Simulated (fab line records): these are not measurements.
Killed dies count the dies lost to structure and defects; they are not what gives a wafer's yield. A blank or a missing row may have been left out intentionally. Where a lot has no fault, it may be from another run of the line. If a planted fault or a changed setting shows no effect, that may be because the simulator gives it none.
Which tool did it? -- flow sky130 -- 33 wafers from 11 lots sampled at 6 of the route's 708 steps

## WHAT EACH GAUGE READ, for each wafer
SKY_PWDE_TW_MEAS_10.
lot,measured,on,PWDE_TW
L689,day 4 04:07,film-metro-03,380 382 381
L690,day 4 08:56,film-metro-02,371 371 373
L692,day 4 19:06,film-metro-02,373 370 369
L693,day 5 06:24,film-metro-03,376 375 374
L696,day 5 16:59,film-metro-01,410 411 411 409 411 412
L697,day 6 00:08,film-metro-03,377 376 375
L701,day 6 23:00,film-metro-01,407 406 407 406 409 409
L704,day 7 13:36,film-metro-03,381 377 381
L706,day 8 00:44,film-metro-03,377 378 377
L710,day 8 23:20,film-metro-03,376 378 376
L711,day 9 05:14,film-metro-03,375 376 376

SKY_NWELL_RS_MEAS_31: measures by four-point-probe.
lot,measured,on,PWDE_RS (ohm/sq)
L689,day 5 15:35,film-metro-01,5287 5258 5287
L690,day 5 20:28,film-metro-01,5243 5273 5270
L692,day 6 09:44,film-metro-02,5270 5253 5282
L693,day 6 21:34,film-metro-01,5313 5276 5277
L696,day 7 08:26,film-metro-01,4226 4227 4223 4215 4232 4227
L697,day 7 17:37,film-metro-01,5293 5299 5279
L701,day 8 16:34,film-metro-03,4237 4233 4228 4240 4233 4226
L704,day 9 08:42,film-metro-01,5256 5249 5264
L706,day 9 20:04,film-metro-02,5266 5264 5278
L710,day 10 19:20,film-metro-02,5273 5272 5287
L711,day 11 01:45,film-metro-02,5271 5288 5283

SKY_VT_ADJUST_NCORE_OVL_MEAS_08.
lot,measured,on,VT_ADJUST_NCORE_OVL (nm)
L689,day 9 00:38,overlay-02,3.5 2.6 2.9
L690,day 9 05:37,overlay-02,0.5 0.9 -0.2
L692,day 9 21:15,overlay-01,-0.8 -1.2 -0.6
L693,day 10 08:53,overlay-01,0.4 0.3 -0.5
L697,day 11 07:07,overlay-01,0.0 2.0 1.7
L704,day 13 04:12,overlay-01,-1.8 -1.3 0.2
L706,day 13 18:15,overlay-01,-1.6 0.6 0.8
L710,day 14 22:32,overlay-01,0.9 0.4 0.1
L711,day 15 07:36,overlay-01,0.4 1.3 -0.1

SKY_VT_ADJUST_NCORE_TW_MEAS_11.
lot,measured,on,VT_ADJUST_NCORE_TW
L689,day 9 00:55,film-metro-04,216.2 215.8 217.1
L690,day 9 05:55,film-metro-02,218.5 216.5 217.8
L692,day 9 21:32,film-metro-02,217.9 216.4 217.3
L693,day 10 09:10,film-metro-01,217.4 217.5 218.7
L697,day 11 07:25,film-metro-01,218.4 218.0 217.8
L704,day 13 04:29,film-metro-02,217.2 217.8 217.3
L706,day 13 18:32,film-metro-04,217.2 216.6 217.4
L710,day 14 22:49,film-metro-04,216.6 217.6 217.2
L711,day 15 07:54,film-metro-04,216.9 217.1 217.0

## WHAT TOOL EACH LOT RAN ON (gives the tool, then ch and the chambers of the sampled wafers, and finally the start)
lot,SKY_DNWELL_STRIP_08,SKY_PWDE_IMPLANT_08
L689,"plasma-asher-04 ch 0,1, day 3 11:51","implanter-02 ch 0, day 4 03:52"
L690,"plasma-asher-02 ch 0,1, day 3 16:06","implanter-04 ch 0, day 4 08:43"
L692,"plasma-asher-04 ch 0,1, day 4 02:26","implanter-04 ch 0, day 4 18:53"
L693,"plasma-asher-02 ch 0, day 4 12:30","implanter-03 ch 0, day 5 06:10"
L696,"plasma-asher-02 ch 0,1, day 4 22:24","implanter-03 ch 0, day 5 16:44"
L697,"plasma-asher-02 ch 0,1, day 5 05:17","implanter-02 ch 0, day 5 23:55"
L701,"plasma-asher-02 ch 0,1, day 6 03:04","implanter-03 ch 0, day 6 22:45"
L704,"plasma-asher-03 ch 0,1, day 6 17:48","implanter-02 ch 0, day 7 13:21"
L706,"plasma-asher-04 ch 0,1, day 7 04:16","implanter-04 ch 0, day 8 00:29"
L710,"plasma-asher-02 ch 0,1, day 8 02:31","implanter-02 ch 0, day 8 23:05"
L711,"plasma-asher-04 ch 0,1, day 8 07:35","implanter-03 ch 0, day 9 04:59"
- SKY_DNWELL_STRIP_08: strips in O2/N2.
- SKY_PWDE_IMPLANT_08

## AS READ BY THE TOOLS THEMSELVES (means over the sampled wafers that have a number; for cases with no such wafer, the mark the record gives instead)
SKY_DNWELL_STRIP_08.
lot,tool,chamber-pressure-mTorr (mTorr),drypump-motor-current-A (A),oes-product-au (a.u.),strip-time-to-endpoint-s (s)
L689,plasma-asher-04,1500.7,5.85,0.727,36.92
L690,plasma-asher-02,1500.5,5.52,0.723,36.99
L692,plasma-asher-04,1498.9,5.80,0.723,36.92
L693,plasma-asher-02,1499.9,5.55,0.722,36.79
L696,plasma-asher-02,1499.7,5.48,0.727,37.05
L697,plasma-asher-02,1501.0,5.49,0.723,36.84
L701,plasma-asher-02,1499.7,5.53,0.722,36.85
L704,plasma-asher-03,1501.3,5.44,0.723,36.72
L706,plasma-asher-04,1500.1,5.83,0.722,36.98
L710,plasma-asher-02,1500.7,5.48,0.721,37.01
L711,plasma-asher-04,1499.2,5.76,0.727,37.12

SKY_PWDE_IMPLANT_08.
lot,tool,beam-on-s (s),dose-ions-cm2,faraday-current-uA
L689,implanter-02,9.94,3.606e+12,20.4
L690,implanter-04,10.03,3.602e+12,20.3
L692,implanter-04,9.92,3.603e+12,20.5
L693,implanter-03,10.05,3.599e+12,20.2
L696,implanter-03,10.09,4.784e+12,26.7
L697,implanter-02,10.16,3.598e+12,20.0
L701,implanter-03,9.95,4.775e+12,27.0
L704,implanter-02,10.06,3.604e+12,20.2
L706,implanter-04,10.04,3.606e+12,20.3
L710,implanter-02,9.79,3.594e+12,20.7
L711,implanter-03,10.09,3.596e+12,20.1

## THE ANSWER, worked out from the rows above alone
Rule: what is usual is taken from the lots themselves. Put in order of their means at a reading, lots are off if they are a third of the lots or fewer, leave a main group of 4 or more, and stand apart from it by a gap of 3 or more times the standard deviation of the main group's means; of several such gaps the widest counts. If all means in a main group match to the digits the tables above print for the reading, that group is not used. Also off: a lot with no number at a reading for which 4 or more lots have one. The other lots that the step has rows for count as sound. After the gauges, taken in route order, come the tools' own readings; for these a lot's mean is taken, as printed above. At the first step where some lot is off, the reading lying furthest off is the one used; lots without a number count as furthest.
Off: L696, L701, at SKY_PWDE_TW_MEAS_10 (PWDE_TW). The main group: mean 376, standard deviation 3.1.
If a tool, at a process step before that reading, ran all the lots that are off and no sound lot after the first of them, it fits. Not tried: the gauges at SKY_PWDE_TW_MEAS_10; whatever is off there is also off at SKY_PWDE_IMPLANT_08, on other tools, and gauge error can't account for it. No candidate that was tried fits.

## WHAT THE SIMULATOR HAD PUT IN
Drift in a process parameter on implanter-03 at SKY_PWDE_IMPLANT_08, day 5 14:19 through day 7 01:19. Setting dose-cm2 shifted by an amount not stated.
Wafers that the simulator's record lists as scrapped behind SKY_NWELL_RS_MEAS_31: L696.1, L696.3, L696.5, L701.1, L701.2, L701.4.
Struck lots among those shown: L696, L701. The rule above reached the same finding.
